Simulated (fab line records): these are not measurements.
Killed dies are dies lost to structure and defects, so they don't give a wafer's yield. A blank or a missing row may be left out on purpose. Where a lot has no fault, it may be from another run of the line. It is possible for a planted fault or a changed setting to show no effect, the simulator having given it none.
Which tool did it? | flow sky130 | 11 lots, 33 wafers sampled, at 2 steps of a route of 708

== WHAT THE GAUGES READ, wafer by wafer ==
SKY_VIA1_CD_MEAS_12: target cd 150 nm.
lot  | measured     | on        | cd nm (nm)
L601 | day 33 09:26 | cd sem-01 | 149.6 149.3 149.5
L602 | day 34 01:29 | cd sem-01 | 150.6 150.5 150.8
L606 | day 35 12:07 | cd sem-01 | 151.5 151.5 152.8
L607 | day 35 18:04 | cd sem-02 | 141.4 132.7 135.8
L608 | day 36 03:01 | cd sem-02 | 109.9 135.1 131.6
L613 | day 37 22:08 | cd sem-01 | 152.5 150.2 150.8
L616 | day 38 23:38 | cd sem-02 | 151.5 152.0 153.2
L617 | day 39 03:01 | cd sem-02 | 144.5 145.8 143.0
L619 | day 39 10:16 | cd sem-02 | 152.6 152.1 151.8
L621 | day 40 05:34 | cd sem-01 | 146.1 149.3 149.8
L622 | day 40 09:57 | cd sem-01 | 152.1 150.4 150.3

== TOOL THAT RAN EACH LOT (tool first, then ch and the chambers of the sampled wafers, then the start) ==
lot  | SKY_VIA1_EXPOSE_09
L601 | krf scanner-01 ch 0, day 32 19:53
L602 | krf scanner-02 ch 0, day 33 11:55
L606 | krf scanner-01 ch 0, day 34 23:13
L607 | krf scanner-02 ch 0, day 35 04:53
L608 | krf scanner-02 ch 0, day 35 14:49
L613 | krf scanner-01 ch 0, day 37 08:38
L616 | krf scanner-02 ch 0, day 38 10:10
L617 | krf scanner-02 ch 0, day 38 14:07
L619 | krf scanner-02 ch 0, day 38 22:48
L621 | krf scanner-02 ch 0, day 39 17:29
L622 | krf scanner-02 ch 0, day 39 22:30
- SKY_VIA1_EXPOSE_09: exposes mask VIM, target cd 150 nm.

== THE ANSWER, worked out from the rows above alone ==
Rule: usual is defined by the lots themselves. The widest of any qualifying gaps counts: lots, ordered by their means at a reading, are off when they make up no more than a third of the lots, leave a main group of 4 or more, and stand apart from it by 3 or more times the standard deviation of that group's means. A main group whose means are all the same, to the digits that the tables above print for the reading, isn't used. Also off: a lot with no number at a reading for which 4 or more lots have one. All remaining lots with rows at the step are treated as sound.
Off at SKY_VIA1_CD_MEAS_12 (cd nm): L607, L608. Mean 150.2 nm and standard deviation 2.3 in the main group.
If a tool, at a process step before that reading, ran all the lots that are off and no sound lot after the first of them, it fits. Those tools and the gauges at SKY_VIA1_CD_MEAS_12 are tried in the same way. No candidate that was tried fits.

== WHAT THE SIMULATOR PUT IN ==
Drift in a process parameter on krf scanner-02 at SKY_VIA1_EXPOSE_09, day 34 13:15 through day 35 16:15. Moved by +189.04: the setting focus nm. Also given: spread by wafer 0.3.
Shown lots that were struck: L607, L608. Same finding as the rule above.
